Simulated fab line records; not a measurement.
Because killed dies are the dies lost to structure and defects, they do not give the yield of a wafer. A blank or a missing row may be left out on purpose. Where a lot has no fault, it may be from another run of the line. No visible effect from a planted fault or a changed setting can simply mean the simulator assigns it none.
Matching of chambers -- flow gf180mcu -- GF_V5_CMP_04 on cmp-01 has 4 sister chambers
The step polishes SiO2. 16 wafers are shown with their chamber, then 8 later ones without.

## WAFERS PAIRED WITH THEIR CHAMBERS
wafer,chamber,motor-current-A (A),retaining-ring-pressure-frac
L591.3,1,10.8,1.002
L591.4,2,12.5,0.998
L591.6,0,14.6,1.012
L593.2,3,10.0,1.004
L593.4,1,10.8,1.002
L593.6,2,12.0,0.996
L600.2,3,10.0,0.996
L600.5,0,14.6,1.002
L600.6,3,10.4,0.993
L608.1,2,12.1,0.999
L608.2,0,13.5,1.001
L608.6,0,13.9,0.996
L609.1,1,11.0,1.006
L609.4,3,10.3,1.003
L609.6,2,12.0,0.996
L610.2,1,10.3,0.994

SIGNATURES, as means of the wafers listed above
reading,chamber 0,chamber 1,chamber 2,chamber 3,scatter within a chamber
motor-current-A,14.150,10.725,12.150,10.175,0.348
retaining-ring-pressure-frac,1.00275,1.00100,0.99725,0.99900,0.00503
Rule: for each reading, subtract the chamber's mean from the wafer's reading, divide by that reading's scatter and square the result; add these up over the readings and take the root, which gives the wafer's distance from the chamber. If the next closest chamber is less than 2 further off than the closest, the wafer can't be placed; otherwise it belongs to the closest. How the scatter is found: for the shown wafers, subtract from each reading the mean of its chamber, square and add these, divide the total by (wafers less chambers), then take the root.

## WAFERS WHOSE CHAMBER IS MISSING
wafer,motor-current-A (A),retaining-ring-pressure-frac
L610.5,12.0,0.996
L610.6,10.8,1.004
L611.2,14.0,1.002
L611.3,10.0,0.993
L611.5,11.9,0.995
L612.1,12.0,1.005
L612.5,13.6,0.993
L612.6,10.5,0.999

## THE CHAMBER EACH PASSED THROUGH
wafer,from the rows above,in truth
L610.5,2,2
L610.6,can't be placed: 1 or 3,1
L611.2,0,0
L611.3,can't be placed: 3 or 1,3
L611.5,2,2
L612.1,2,2
L612.5,can't be placed: 0 or 2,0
L612.6,can't be placed: 1 or 3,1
Correctly placed: 4 of 8. Can't be placed from these rows: 4 (the true chamber is among the candidates in 4). 0 placed wrongly.
